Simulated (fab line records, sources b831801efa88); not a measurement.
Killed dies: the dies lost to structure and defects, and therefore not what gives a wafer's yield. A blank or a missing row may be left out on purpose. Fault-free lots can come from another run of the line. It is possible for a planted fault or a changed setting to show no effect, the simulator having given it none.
Matching of chambers + flow sky130 + rieDiel-03 running SKY_SONOS_ONO_ETCH_15: 4 sister chambers
The step etches the open film in CHF3/O2, target depth 19.52 nm, time 7.8 s. 8 wafers are shown with their chamber, then 7 later ones without.

== WAFERS WITH THEIR CHAMBER ==
| wafer  | chamber | rfFwdPowerW (W) | oesProductAu (a.u.) |
|--------|---------|-----------------|---------------------|
| L075.3 | 3       | 588             | 1.008               |
| L078.4 | 3       | 589             | 1.000               |
| L079.5 | 0       | 585             | 0.991               |
| L087.2 | 2       | 587             | 1.000               |
| L087.3 | 0       | 587             | 0.995               |
| L087.5 | 1       | 587             | 0.995               |
| L092.1 | 2       | 586             | 0.993               |
| L092.2 | 1       | 585             | 0.990               |

== WAFERS WITH NO CHAMBER GIVEN ==
| wafer  | rfFwdPowerW (W) | oesProductAu (a.u.) |
|--------|-----------------|---------------------|
| L092.3 | 584             | 0.992               |
| L093.2 | 587             | 0.979               |
| L093.3 | 592             | 0.992               |
| L093.4 | 588             | 1.003               |
| L094.2 | 588             | 0.994               |
| L094.5 | 587             | 0.996               |
| L094.6 | 591             | 0.997               |

== WHICH CHAMBER EACH ONE RAN IN ==
| wafer  | from the rows above               | in truth |
|--------|-----------------------------------|----------|
| L092.3 | can't be placed: 1 or 0 or 2      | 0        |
| L093.2 | can't be placed: 1 or 0 or 2      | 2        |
| L093.3 | can't be placed: 3 or 2 or 1 or 0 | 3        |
| L093.4 | can't be placed: 3 or 2           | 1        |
| L094.2 | can't be placed: 2 or 0 or 1 or 3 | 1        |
| L094.5 | can't be placed: 2 or 0 or 1 or 3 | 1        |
| L094.6 | can't be placed: 3 or 2 or 0 or 1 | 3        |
Placed correctly: 0 of 7. Unplaceable from these rows: 7, with the true chamber sitting among the candidates in 6. Wrongly placed: 0.
How it was worked out, from the rows above alone: a wafer's distance from a chamber is the root of the sum, over the readings, of the square of ((its reading less the chamber's mean) divided by the reading's scatter). If the next closest chamber is less than 2 further off than the closest, the wafer can't be placed; otherwise it belongs to the closest. Each chamber's mean is taken over the wafers shown for it. The scatter is the square root of a quotient: the sum, over the shown wafers, of each reading's squared deviation from its chamber's mean, divided by wafers minus chambers.
